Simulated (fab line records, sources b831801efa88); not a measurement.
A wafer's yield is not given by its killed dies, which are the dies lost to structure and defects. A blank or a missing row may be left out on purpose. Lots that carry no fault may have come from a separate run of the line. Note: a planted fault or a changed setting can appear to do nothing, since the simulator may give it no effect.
One fault seen from 2 desks | flow sky130 | what lay behind the numbers comes last; until then each desk has only its own

== THE TOOL OWNER'S DESK: cmp-02 ==
The tool's own readings at SKY_VIA1_CMP_02 (polishes SiO2): means of the sampled wafers that have a number, for each lot that ran on this tool. Any lot whose mean is over 4 standard deviations away from the usual mean is out of limits and marked OUT; that distance is given in the brackets.
Columns: A = motor_current_A at SKY_VIA1_CMP_02, usual 11.8 A; B = platen_rpm at SKY_VIA1_CMP_02, usual 60.00 rpm; C = slurry_filter_dp_kPa at SKY_VIA1_CMP_02, usual 13.51 kPa
lot  | first seen here | A    | B                       | C
L485 | day 33 22:22    | 11.1 | 60.02                   | 13.45
L487 | day 34 00:13    | 11.5 | 66.09 (+99 or more) OUT | 13.44
L486 | day 34 00:45    | 10.6 | 66.00 (+99 or more) OUT | 13.50
L501 | day 38 08:22    | 11.4 | 60.07                   | 13.43
L503 | day 39 04:48    | 10.8 | 59.98                   | 13.53
L504 | day 39 05:51    | 10.9 | 60.03                   | 13.44
L505 | day 39 16:28    | 11.2 | 60.04                   | 13.48
L506 | day 39 20:34    | 10.8 | 59.96                   | 13.40
Finding of this desk: L486, L487 out of limits; the first was L487 at day 34 00:13, on platen_rpm at SKY_VIA1_CMP_02. L485, L501, L503, L504, L505, L506: within limits.

== FROM THE METROLOGY DESK ==
What the gauges read, lot by lot, whatever tool the lot ran on: means of the sampled wafers that have a number. Any lot whose mean is over 4 standard deviations away from the usual mean is out of limits and marked OUT; that distance is given in the brackets.
Columns: A = VIA1_BOW at SKY_VIA1_BOW_MEAS_03, usual 79 um
lot  | first seen here | A
L484 | day 33 20:24    | 74
L485 | day 33 22:40    | 81
L487 | day 34 00:31    | 85
L486 | day 34 01:04    | 76
L500 | day 38 03:53    | 84
L501 | day 38 08:34    | 81
L502 | day 38 12:35    | 83
L503 | day 39 05:06    | 78
L504 | day 39 06:04    | 74
L505 | day 39 16:43    | 87
L506 | day 39 20:52    | 73
This desk found nothing out of limits on any of the 11 lots.

== ALL TOGETHER ==
An alarm could have come from the tool owner's desk at day 34 00:13, on L486, L487.
The metrology desk saw nothing out of limits.
The metrology desk has L486, L487 on record, within its limits.
Of the lots named, all ran SKY_VIA1_CMP_02 on cmp-02.

== WHAT THE SIMULATOR HAD PUT IN ==
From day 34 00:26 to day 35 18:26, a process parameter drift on cmp-02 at SKY_VIA1_CMP_02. From 60, the setting platen_rpm moved by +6. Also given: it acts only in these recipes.
Shown lots that were struck: L486, L487.
